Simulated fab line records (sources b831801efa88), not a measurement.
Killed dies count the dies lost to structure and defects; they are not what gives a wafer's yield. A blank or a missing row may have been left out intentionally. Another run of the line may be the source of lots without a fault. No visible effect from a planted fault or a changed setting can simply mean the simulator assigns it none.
The same fault as seen by 2 desks	flow gf180mcu	only its own numbers are on each desk; what lay behind them is given at the end

FOR THE TOOL OWNER'S DESK: cmp-02
The tool's own readings at GF_CONTACT_CMP_27 (polishes, stops on SiO2, t overpolish 15 s, target thk 0 nm): means of the sampled wafers that have a number, for each lot that ran on this tool. A lot is out of limits, marked OUT, if its mean lies more than 4 standard deviations from the usual mean; the brackets give that distance.
Columns: A = head pressure psi at GF_CONTACT_CMP_27, usual 3.500 psi; B = motor current A at GF_CONTACT_CMP_27, usual 11.0 A; C = overpolish run s at GF_CONTACT_CMP_27, usual 15.000 s; D = time to endpoint s at GF_CONTACT_CMP_27, usual 74 s
lot	first seen here	A	B	C	D
L853	day 16 12:11	3.499	9.8	15.002	73
L854	day 16 17:43	3.505	11.5	14.994	69
L856	day 17 21:41	3.494	10.1	15.005	79
L857	day 17 23:10	3.494	9.4	14.994	76
L858	day 18 05:14	3.504	10.8	0.038 (-99 or more) OUT	112 (+11) OUT
L859	day 19 01:34	3.498	11.2	0.045 (-99 or more) OUT	114 (+12) OUT
L870	day 22 20:10	3.498	12.0	15.004	73
L869	day 22 20:43	3.503	11.8	15.002	73
L871	day 23 04:23	3.501	12.4	15.003	70
L872	day 23 15:20	3.501	10.9	15.003	76
L874	day 24 02:02	3.501	10.7	14.993	75
This desk's verdict: out of limits on L858, L859, starting with L858 at day 18 05:14 (overpolish run s at GF_CONTACT_CMP_27). L853, L854, L856, L857, L870, L869, L871, L872, L874: within limits.

FROM THE METROLOGY DESK
Means of the sampled wafers that have a number, per lot and without regard to the tool the lot ran on: this is what the gauges read. A lot is out of limits, marked OUT, if its mean lies more than 4 standard deviations from the usual mean; the brackets give that distance.
Columns: A = M1_ALCU_RS at GF_M1_RS_MEAS_05, usual 0.0695 ohm/sq; B = M1_ALCU_THK at GF_M1_THK_MEAS_06, usual 444 nm
lot	first seen here	A	B
L853	day 16 12:41	0.0709	432
L854	day 16 18:15	0.0692	445
L855	day 17 08:09	0.0699	441
L856	day 17 22:13	0.0701	440
L857	day 17 23:42	0.0686	451
L860	day 19 06:36	0.0687	447
L868	day 22 03:41	0.0693	446
L870	day 22 20:39	0.0700	440
L869	day 22 21:16	0.0703	437
L871	day 23 04:54	0.0693	446
L872	day 23 15:46	0.0684	451
L874	day 24 02:29	0.0690	447
This desk found nothing out of limits on any of the 12 lots.

TAKEN TOGETHER
At day 18 05:14, on L858, L859, the tool owner's desk was in a position to raise an alarm.
At the metrology desk, nothing out of limits was observed.
The metrology desk has no number on record for L858, L859.
Of the lots named, all ran GF_CONTACT_CMP_27 on cmp-02.

WHAT THE SIMULATOR PUT IN
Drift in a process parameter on cmp-02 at GF_CONTACT_CMP_27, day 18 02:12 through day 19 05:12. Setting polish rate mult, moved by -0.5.
Struck lots among those shown: L858, L859.
Each desk's first reading out of limits, in hours after the fault started: the tool owner's desk, 3.
